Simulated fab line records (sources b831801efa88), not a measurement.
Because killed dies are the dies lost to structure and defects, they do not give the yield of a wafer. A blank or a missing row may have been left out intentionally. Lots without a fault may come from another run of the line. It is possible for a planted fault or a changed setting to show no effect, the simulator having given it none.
The tool behind it: which one? :: flow gf180mcu :: 6 lots with 17 wafers sampled at 4 steps, on a route of 602 steps

## WHAT THE GAUGES READ, wafer by wafer
GF_V1_THK_MEAS_01.
lot: L345
measured: day 19 00:32
on: film metro-01
V1_CVD_00_THK (nm): 599 599 601

lot: L348
measured: day 20 03:19
on: film metro-02
V1_CVD_00_THK (nm): 596 592 603

lot: L350
measured: day 21 01:20
on: film metro-02
V1_CVD_00_THK (nm): 605 599 590

lot: L352
measured: day 21 18:48
on: film metro-01
V1_CVD_00_THK (nm): 467 483 469 467 483 468

lot: L356
measured: day 22 18:05
on: film metro-01
V1_CVD_00_THK (nm): 593 598 597

lot: L362
measured: day 24 22:25
on: film metro-04
V1_CVD_00_THK (nm): 591 591

## WHAT TOOL EACH LOT RAN ON (gives the tool, then ch and the chambers of the sampled wafers, and finally the start)
lot: L345
GF_CONTACT_CVD_24: cvd w-02 ch 0,1, day 17 22:37
GF_M1_SPUTTER_02: pvd sputter-01, day 17 23:20
GF_V1_CVD_00: hdpcvd-01 ch 0,2, day 19 00:27

lot: L348
GF_CONTACT_CVD_24: cvd w-01 ch 0, day 19 02:07
GF_M1_SPUTTER_02: pvd sputter-02, day 19 02:50
GF_V1_CVD_00: hdpcvd-02 ch 1,2, day 20 03:14

lot: L350
GF_CONTACT_CVD_24: cvd w-02 ch 1, day 19 23:31
GF_M1_SPUTTER_02: pvd sputter-01, day 20 00:14
GF_V1_CVD_00: hdpcvd-02 ch 0,1,2, day 21 01:15

lot: L352
GF_CONTACT_CVD_24: cvd w-01 ch 0,1, day 20 16:37
GF_M1_SPUTTER_02: pvd sputter-02, day 20 17:20
GF_V1_CVD_00: hdpcvd-02 ch 1,2, day 21 18:44

lot: L356
GF_CONTACT_CVD_24: cvd w-01 ch 0,1, day 21 16:54
GF_M1_SPUTTER_02: pvd sputter-02, day 21 17:37
GF_V1_CVD_00: hdpcvd-01 ch 0,1,2, day 22 18:01

lot: L362
GF_CONTACT_CVD_24: cvd w-01 ch 0,1, day 23 22:56
GF_M1_SPUTTER_02: pvd sputter-04, day 23 23:38
GF_V1_CVD_00: hdpcvd-02 ch 1,2, day 24 22:20
- GF_CONTACT_CVD_24: deposits W, target thk 300 nm, time 90.339 s.
- GF_M1_SPUTTER_02: material AlCu, target thk 450 nm, time 23.9 s.
- GF_V1_CVD_00: deposits SiO2, target thk 600 nm, time 100 s.

## THE ANSWER, worked out from the rows above alone
Rule: the lots themselves supply what counts as usual. The widest of any qualifying gaps counts: lots, ordered by their means at a reading, are off when they make up no more than a third of the lots, leave a main group of 4 or more, and stand apart from it by 3 or more times the standard deviation of that group's means. A main group whose means are all the same, to the digits that the tables above print for the reading, isn't used. A lot without any number at a reading at which 4 lots or more have one is off too. Any other lot the step has rows for is counted as sound.
Off: L352, seen at GF_V1_THK_MEAS_01 (V1_CVD_00_THK). The main group: mean 596 nm, standard deviation 2.9.
If a tool, at a process step before that reading, ran all the lots that are off and no sound lot after the first of them, it fits. Those tools and the gauges at GF_V1_THK_MEAS_01 are tried in the same way. No candidate that was tried fits.

## WHAT WAS PUT IN BY THE SIMULATOR
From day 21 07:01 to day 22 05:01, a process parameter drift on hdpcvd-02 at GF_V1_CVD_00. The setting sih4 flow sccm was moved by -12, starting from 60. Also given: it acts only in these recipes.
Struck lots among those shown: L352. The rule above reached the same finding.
